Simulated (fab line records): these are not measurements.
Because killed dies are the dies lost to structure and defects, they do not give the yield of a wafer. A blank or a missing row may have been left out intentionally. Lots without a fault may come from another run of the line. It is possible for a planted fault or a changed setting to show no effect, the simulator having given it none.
The tool behind it: which one? ; flow sky130 ; 39 wafers from 13 lots sampled at 3 of the route's 708 steps

== WHAT EACH GAUGE READ, for each wafer ==
SKY_METAL4_OVL_MEAS_14.
lot;measured;on;METAL4_OVL (nm)
L693;day 42 23:43;overlay-02;4 -6 4
L697;day 43 02:52;overlay-02;4 1 5
L696;day 43 01:55;overlay-02;-1 -2 -4
L698;day 43 18:16;overlay-01;11 8 2
L699;day 43 21:34;overlay-01;0 -2 -2
L701;day 44 03:55;overlay-02;2 -13 -2
L706;day 45 07:34;overlay-01;3 1 10
L707;day 45 13:11;overlay-02;0 -2 -4
L708;day 46 05:04;overlay-02;0 5 9
L709;day 46 08:55;overlay-02;1 -5 5
L710;day 47 03:25;overlay-01;3 1 9
L712;day 47 04:34;overlay-02;4 -2 0
L714;day 47 08:58;overlay-02;5 -4 5

SKY_VIA4_RS_MEAS_19: the measuring method here is four-point-probe.
lot;measured;on;VIA4_W_RS (ohm/sq)
L693;day 44 01:05;film-metro-04;0.2250 0.2262 0.2274
L697;day 44 04:08;film-metro-02;0.2240 0.2270 0.2253
L696;day 44 03:41;film-metro-02;0.2255 0.2231 0.2279
L698;day 44 18:49;film-metro-02;0.2274 0.2265 0.2229
L699;day 44 22:08;film-metro-02;0.2241 0.2239 0.2232
L701;day 45 04:31;film-metro-01;0.2220 0.2272 0.2262
L706;day 46 06:56;film-metro-01;0.2267 0.2269 0.2307
L707;day 46 12:51;film-metro-04;0.2283 0.2237 0.2301
L708;day 47 05:15;film-metro-02;0.2286 0.2237 0.2256
L709;day 47 08:22;film-metro-01;0.2282 0.2252 0.2271
L710;day 48 00:50;film-metro-04;0.2252 0.2288 0.2239
L712;day 48 02:36;film-metro-04;0.2288 0.2262 0.2300
L714;day 48 06:40;film-metro-04;0.2301 0.2251 0.2225

== EACH LOT AND THE TOOL THAT RAN IT (in order: tool; ch and the chambers of the sampled wafers; start) ==
lot;SKY_LDD_HVN_STRIP_09
L693;plasma-asher-02 ch 0,1, day 21 21:08
L697;plasma-asher-02 ch 0,1, day 21 22:05
L696;plasma-asher-01 ch 0,1, day 21 22:23
L698;plasma-asher-02 ch 0,1, day 23 00:56
L699;plasma-asher-02 ch 0,1, day 23 03:02
L701;plasma-asher-04 ch 0,1, day 23 16:11
L706;plasma-asher-02 ch 0,1, day 25 05:17
L707;plasma-asher-01 ch 0,1, day 25 14:37
L708;plasma-asher-02 ch 0,1, day 26 10:44
L709;plasma-asher-02 ch 0, day 26 11:44
L710;plasma-asher-04 ch 0,1, day 27 03:08
L712;plasma-asher-01 ch 0,1, day 27 12:23
L714;plasma-asher-01 ch 0,1, day 28 01:29
- SKY_LDD_HVN_STRIP_09: strips in O2/N2.

== WHAT THE TOOLS THEMSELVES READ (means of the sampled wafers that have a number; where no wafer has one, the mark that the record gives instead) ==
SKY_LDD_HVN_STRIP_09.
lot;tool;drypump-motor-current-A (A);o2-flow-sccm (sccm);oes-product-au (a.u.);strip-time-to-endpoint-s (s)
L693;plasma-asher-02;6.3;3006;0.404;4.110
L697;plasma-asher-02;6.6;2997;0.409;4.114
L696;plasma-asher-01;5.7;2999;0.404;4.102
L698;plasma-asher-02;6.6;3000;0.409;4.131
L699;plasma-asher-02;6.3;2993;0.406;4.141
L701;plasma-asher-04;6.0;2999;0.410;4.148
L706;plasma-asher-02;6.6;3005;0.408;4.135
L707;plasma-asher-01;5.9;3009;0.412;4.129
L708;plasma-asher-02;6.6;3007;0.406;4.127
L709;plasma-asher-02;6.1;2996;0.407;4.136
L710;plasma-asher-04;6.3;3003;0.410;4.155
L712;plasma-asher-01;5.9;2995;0.411;4.148
L714;plasma-asher-01;5.8;2996;0.409;4.129

== THE ANSWER, worked out from the rows above alone ==
Rule: the lots themselves supply what counts as usual. The widest of any qualifying gaps counts: lots, ordered by their means at a reading, are off when they make up no more than a third of the lots, leave a main group of 4 or more, and stand apart from it by 3 or more times the standard deviation of that group's means. Not used: any main group whose means are identical at the precision the tables above print for the reading. Also off: a lot with no number at a reading for which 4 or more lots have one. The other lots that the step has rows for count as sound. First the gauges in route order, then the tools' own readings, where a lot's mean is used as printed above. The first step at which some lot is off is used, and at that step the reading that is off furthest; a lot without a number counts as furthest.
No lot is off on any of the readings shown, so nothing can be concluded from this.

== WHAT WAS PUT IN BY THE SIMULATOR ==
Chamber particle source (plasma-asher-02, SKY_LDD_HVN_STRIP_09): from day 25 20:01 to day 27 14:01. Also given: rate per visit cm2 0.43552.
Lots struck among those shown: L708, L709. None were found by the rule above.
